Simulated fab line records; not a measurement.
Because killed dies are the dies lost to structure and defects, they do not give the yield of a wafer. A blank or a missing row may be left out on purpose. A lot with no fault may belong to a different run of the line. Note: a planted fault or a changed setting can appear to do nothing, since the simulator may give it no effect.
Comparing a struck lot with a sound one | flow sfqLine | 24 out of 325 route steps
Sound: these wafers, L899.3, L899.4, L899.5. Struck: wafers L907.2, L907.5, L907.6. At the end, the cause is stated.
Per side, at each step with rows, come the tool, then ch with its chambers, and then its first start. Under that, the readings that differ: sound wafers | struck wafers | difference of the means | sigmas: that difference in standard deviations of wafers without a fault.
alike: a reading whose means differ by less than 2 such deviations, as well as words and numbers matching on both sides. not compared: withheld readings; readings where some wafer has no value; bounds like >300 that might hide an equal value; numbers whose values overlap and for which the record gives no deviation.
A row with sigmas, a row that says differs or no value, or rows on one side alone: a step with any of these is where the two part. Numbers that have no deviation but don't overlap get no sigmas and don't part them. A reading that every wafer of one side lacks parts them only if that side has two wafers or more.

SFQ_I5_OVL_MEAS_936:
  struck on overlay-01, day 69 08:34; sound on overlay-02, day 61 15:20
  alike: I5_OVL
SFQ_TRILAYER_I5_BARC_OPEN_VIA_ETCH_200: etches BARC in O2, target depth 125 nm, time 41.7 s.
  sound on rieDiel-03 ch 0,3, day 61 15:21; struck on rieDiel-04 ch 1,2,3, day 69 08:36
  alike: biasW, chamberPressureMTorr, drypumpMotorCurrentA, oesProductAu, rfFwdPowerW
  not compared: rfHoursCounterH
SFQ_TRILAYER_I5_ETCH_VIA_ETCH_147: etches the open film in CHF3, stops on Nb, target depth 360 nm.
  sound on rieDiel-03 ch 0,3, day 61 15:23; struck on rieDiel-04 ch 1,2,3, day 69 08:38
  alike: biasW, chamberPressureMTorr, drypumpMotorCurrentA, oesProductAu, rfFwdPowerW
SFQ_TRILAYER_I5_STRIP_STRIP_148: strips in O2.
  sound on rieMetal-03 ch 0,1, day 61 15:49; struck on rieMetal-03 ch 0,1, day 69 08:47
  alike: chamberPressureMTorr, drypumpMotorCurrentA, oesProductAu
  not compared: rfHoursCounterH
then, 7 steps without rows for these wafers: SFQ_TRILAYER_I5_STRIP_SOLV_CLEAN_149 (cleans in NMP, time 600 s); SFQ_TRILAYER_C5_LITHO_COAT_156 (resist thk 62 nm); SFQ_TRILAYER_C5_LITHO_COAT_151 (resist thk 650 nm); SFQ_TRILAYER_C5_LITHO_SOFTBAKE_155; SFQ_TRILAYER_C5_LITHO_EXPOSE_152 (exposes mask C5, target cd 500 nm); SFQ_TRILAYER_C5_LITHO_PEB_154 (peb time 60 s); SFQ_TRILAYER_C5_LITHO_DEVELOP_153 (time 60 s).
SFQ_C5_OVL_MEAS_937:
  struck on overlay-01, day 70 09:46; sound on overlay-02, day 67 12:56
  alike: C5_OVL
SFQ_TRILAYER_C5_BARC_OPEN_VIA_ETCH_210: etches BARC in O2, target depth 125 nm, time 41.7 s.
  sound on rieDiel-02 ch 0,3, day 67 12:58; struck on rieDiel-02 ch 0,1, day 70 09:48
  no value came back on the struck wafers for any of 5 readings (biasW (W), chamberPressureMTorr (mTorr) and others); on the sound wafers biasW (W) reads 80.32 80.00 79.79
reading                                            | sound             | struck            | difference | sigmas
model.KrF_of_TRILAYER_C5_LITHO_COAT_151.thkNm (nm) | 580.3 580.2 579.3 | 627.2 626.7 624.9 | +46.3      | 
  not compared: rfHoursCounterH
SFQ_TRILAYER_C5_ETCH_VIA_ETCH_154: etches SiO2 in CHF3, stops on Nb, target depth 84 nm.
  sound on rieDiel-02 ch 0,3, day 67 13:01; struck on rieDiel-02 ch 0,1, day 70 09:50
reading                                            | sound             | struck            | difference | sigmas
oesProductAu (a.u.)                                | 0.895 0.895 0.906 | 0.373 0.380 0.372 | -0.524     | -64
model.KrF_of_TRILAYER_C5_LITHO_COAT_151.thkNm (nm) | 566.2 565.6 564.9 | 612.6 612.3 610.4 | +46.2      | 
  alike: biasW, chamberPressureMTorr, drypumpMotorCurrentA, rfFwdPowerW
SFQ_TRILAYER_C5_STRIP_STRIP_155: strips in O2.
  sound on rieMetal-04 ch 0,1, day 67 13:16; struck on rieMetal-02 ch 0,1, day 70 09:53
  alike: chamberPressureMTorr, drypumpMotorCurrentA, oesProductAu
  not compared: rfHoursCounterH
then, 2 steps without rows for these wafers: SFQ_TRILAYER_C5_STRIP_SOLV_CLEAN_156 (cleans in NMP, time 600 s); SFQ_TRILAYER_M6_DEP_PRE_CLEAN_158 (time 22.5 s).
SFQ_TRILAYER_M6_DEP_SPUTTER_157: material Nb, target thk 200 nm, time 133.3 s.
  struck on pvdSputter-06, day 70 10:41; sound on pvdSputter-05, day 67 13:53
  alike: basePressurePa, throttleValvePct
SFQ_M6_RS_MEAS_938: measurement is done with a four-point probe.
  struck on filmMetro-01, day 70 10:48; sound on filmMetro-02, day 67 14:01
  alike: M6_NB_RS
then, 3 steps without rows for these wafers: SFQ_TRILAYER_M6_LITHO_COAT_164 (resist thk 62 nm); SFQ_TRILAYER_M6_LITHO_COAT_159 (resist thk 600 nm); SFQ_TRILAYER_M6_LITHO_SOFTBAKE_163.
SFQ_TRILAYER_M6_LITHO_EXPOSE_160: exposes mask M6, target cd 500 nm.
  struck on krfScanner-01, day 71 14:06; sound on krfScanner-01 ch 0, day 69 01:27
  no value came back on the struck wafers for exposureDoseMJCm2, focusOffsetNm (nm); on the sound wafers exposureDoseMJCm2 reads 14.412 14.396 14.378
  alike: mask
then, 1 step without rows for these wafers: SFQ_TRILAYER_M6_LITHO_PEB_162 (peb time 60 s).

WHERE THEY PART
Earliest at SFQ_TRILAYER_C5_BARC_OPEN_VIA_ETCH_210; latest, in this record, at SFQ_TRILAYER_M6_LITHO_EXPOSE_160.

WHY: the cause the simulator had injected
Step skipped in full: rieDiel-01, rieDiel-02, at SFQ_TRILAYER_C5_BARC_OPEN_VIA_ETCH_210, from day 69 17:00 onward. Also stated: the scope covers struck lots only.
